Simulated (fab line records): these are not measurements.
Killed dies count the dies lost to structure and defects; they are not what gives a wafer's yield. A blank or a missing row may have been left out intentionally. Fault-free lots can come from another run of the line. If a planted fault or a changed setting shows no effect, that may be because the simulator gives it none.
A struck lot beside a sound one    flow sky130    23 out of 708 route steps
Sound: the wafers L173.1, L173.3, L173.6. Wafers L187.2, L187.3, L187.4 were the ones struck. The cause comes at the end.
Order at every step that has rows: each side's tool, ch and its chambers, its first start. Under that, the readings that differ: sound wafers    struck wafers    difference of the means    sigmas: that difference in standard deviations of wafers without a fault.
alike: a reading whose means differ by less than 2 such deviations, as well as words and numbers matching on both sides. not compared: withheld readings; readings where some wafer has no value; bounds like >300 that might hide an equal value; numbers whose values overlap and for which the record gives no deviation.
Wherever a step has rows on one side only, a row that says differs or no value, or a row with sigmas, the two part there. Non-overlapping numbers with no deviation appear without sigmas and do not part them. Lack of a reading on every wafer of one side parts them only where that side has two or more wafers.

first, 5 steps without rows for these wafers: SKY_POLY_CUT_COAT_03 (resist thk 450 nm); SKY_POLY_CUT_SOFTBAKE_04 (time 90 s); SKY_POLY_CUT_EXPOSE_05 (exposes mask NPCM, target cd 270 nm); SKY_POLY_CUT_PEB_06; SKY_POLY_CUT_DEVELOP_07 (develop time 60 s).
SKY_POLY_CUT_CD_MEAS_08: the cd target is 270 nm.
  struck on cd_sem-02, day 30 10:36; sound on cd_sem-01, day 25 13:08
  alike: cd_nm
SKY_POLY_CUT_OVL_MEAS_09:
  struck on overlay-01, day 30 10:42; sound on overlay-01, day 25 13:15
  alike: POLY_CUT_OVL
SKY_POLY_CUT_ETCH_10: etches BARC in N2/H2, stops on SiO2, time 45.9 s, target depth 60 nm.
  sound on rie_diel-03 ch 0,3, day 25 13:17; struck on rie_diel-01 ch 0,1,2, day 30 10:44
  alike: drypump_motor_current_A, oes_product_au, rf_fwd_power_W, throttle_valve_pct
  not compared: rf_hours_counter_h
SKY_POLY_CUT_ETCH_11: etches Si3N4 in CF4/CH2F2/Ar, stops on poly-Si, time 42.5 s, target depth 60 nm.
  sound on rie_diel-03 ch 0,3, day 25 13:20; struck on rie_diel-01 ch 0,1,2, day 30 10:47
reading                sound              struck             difference  sigmas
oes_product_au (a.u.)  0.829 0.833 0.834  0.822 0.819 0.821  -0.011      -2
  alike: drypump_motor_current_A, rf_fwd_power_W, throttle_valve_pct
  not compared: rf_hours_counter_h
SKY_POLY_CUT_STRIP_12: strips in O2/N2.
  sound on plasma_asher-03 ch 0,1, day 25 13:22; struck on plasma_asher-01 ch 0,1, day 30 10:49
  alike: drypump_motor_current_A, oes_product_au, strip_time_to_endpoint_s
  not compared: rf_hours_counter_h
then, 2 steps without rows for these wafers: SKY_SD_P_DEHYDRATE_00 (time 60 s); SKY_SD_P_HMDS_01 (prime time 60 s).
SKY_SD_P_COAT_02: resist thk 1140 nm.
  sound on litho_track-03 ch 0, day 26 03:02; struck on litho_track-01 ch 0, day 31 00:30
reading                                    sound           struck             difference  sigmas
model.NOVOLAK_of_SD_P_COAT_02.thk_nm (nm)  1139 1138 1140  479.3 479.3 479.2  -659.7      
  alike: dispense_pressure_kPa
then, 3 steps without rows for these wafers: SKY_SD_P_SOFTBAKE_03 (time 60 s); SKY_SD_P_EXPOSE_04 (exposes mask PSDM, target cd 380 nm); SKY_SD_P_PEB_05.
SKY_SD_P_DEVELOP_06: develop time 60 s.
  sound on litho_track-04 ch 0, day 26 17:24; struck on litho_track-04 ch 0, day 31 14:25
reading                                    sound           struck             difference  sigmas
model.NOVOLAK_of_SD_P_COAT_02.thk_nm (nm)  1138 1137 1140  478.9 478.9 478.8  -659.5      
SKY_SD_P_CD_MEAS_07: the cd target is 380 nm.
  struck on cd_sem-02, day 31 14:34; sound on cd_sem-01, day 26 17:33
reading     sound              struck             difference  sigmas
cd_nm (nm)  381.1 377.9 383.0  472.2 470.3 473.9  +91.5       +38
SKY_SD_P_OVL_MEAS_08:
  struck on overlay-02, day 31 14:40; sound on overlay-01, day 26 17:40
  alike: SD_P_OVL
then, 1 step without rows for these wafers: SKY_SD_P_IMPLANT_09.
SKY_SD_P_STRIP_10: strips in O2/N2.
  sound on plasma_asher-02 ch 0, day 26 17:51; struck on plasma_asher-01 ch 0,1, day 31 14:51
reading                       sound              struck             difference  sigmas
oes_product_au (a.u.)         0.615 0.616 0.627  0.495 0.484 0.487  -0.131      -27
strip_time_to_endpoint_s (s)  17.45 17.47 17.48  9.86 9.86 9.86     -7.61       -99 or more
  alike: drypump_motor_current_A
  not compared: rf_hours_counter_h
SKY_SD_P_TW_MEAS_11:
  struck on film_metro-01, day 31 14:58; sound on film_metro-01, day 26 17:57
  alike: SD_P_TW
SKY_PAD_OPEN_PROBE_99:
  the record holds rows for the sound wafers here (prober-02, day 46 16:02) but none for the struck ones

## WHERE THEY PART
At SKY_POLY_CUT_ETCH_11 first; at SKY_PAD_OPEN_PROBE_99 last (within this record only).

WHY: what had been put in by the simulator
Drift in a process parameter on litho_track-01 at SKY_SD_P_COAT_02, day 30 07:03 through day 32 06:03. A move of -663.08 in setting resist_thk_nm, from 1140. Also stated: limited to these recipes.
